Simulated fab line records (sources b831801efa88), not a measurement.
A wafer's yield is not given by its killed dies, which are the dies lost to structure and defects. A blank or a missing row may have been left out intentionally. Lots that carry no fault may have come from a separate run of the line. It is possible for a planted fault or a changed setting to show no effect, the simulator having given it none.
One fault through the eyes of 2 desks ; flow gf180mcu ; each desk has only its own numbers; what lay behind them comes last

== DESK OF THE TOOL OWNER: pvd_sputter-03 ==
At GF_M2_SPUTTER_04 (material TiN, target thk 50 nm, time 41.7 s) the tool's own readings: per lot run on this tool, the mean of the sampled wafers that have a number. If a lot's mean is further than 4 standard deviations from the usual mean, the lot is out of limits and carries the mark OUT (the distance appears in the brackets).
Columns: A = throttle_valve_pct at GF_M2_SPUTTER_04, usual 30.4 %
lot;first seen here;A
L719;day 18 22:07;31.2
L722;day 19 19:47;30.9
L726;day 21 02:40;29.3
L728;day 21 17:08;29.5
L736;day 24 18:19;29.8
This desk's verdict: no lot among the 5 shows anything out of limits.

== THE METROLOGY DESK ==
Means of the sampled wafers that have a number, per lot and without regard to the tool the lot ran on: this is what the gauges read. If a lot's mean is further than 4 standard deviations from the usual mean, the lot is out of limits and carries the mark OUT (the distance appears in the brackets).
Columns: A = V1_W_THK at GF_V1_THK_MEAS_25, usual 346 nm; B = M2_ALCU_THK at GF_M2_THK_MEAS_06, usual 454 nm
lot;first seen here;A;B
L719;day 18 21:35;345;452
L720;day 19 06:41;341;448
L721;day 19 08:39;351;458
L722;day 19 19:15;358;447
L726;day 21 02:08;341;470
L728;day 21 16:37;339;473
L734;day 24 01:08;347;448
L735;day 24 06:08;351;459
L736;day 24 17:46;349;461
L737;day 24 23:15;353;457
L738;day 25 09:36;347;459
L739;day 25 14:21;343;460
This desk's verdict: no lot among the 12 shows anything out of limits.

== TAKEN TOGETHER ==
Nothing out of limits was seen by the tool owner's desk.
Metrology desk: nothing out of limits seen.

== WHAT HAD BEEN PUT IN BY THE SIMULATOR ==
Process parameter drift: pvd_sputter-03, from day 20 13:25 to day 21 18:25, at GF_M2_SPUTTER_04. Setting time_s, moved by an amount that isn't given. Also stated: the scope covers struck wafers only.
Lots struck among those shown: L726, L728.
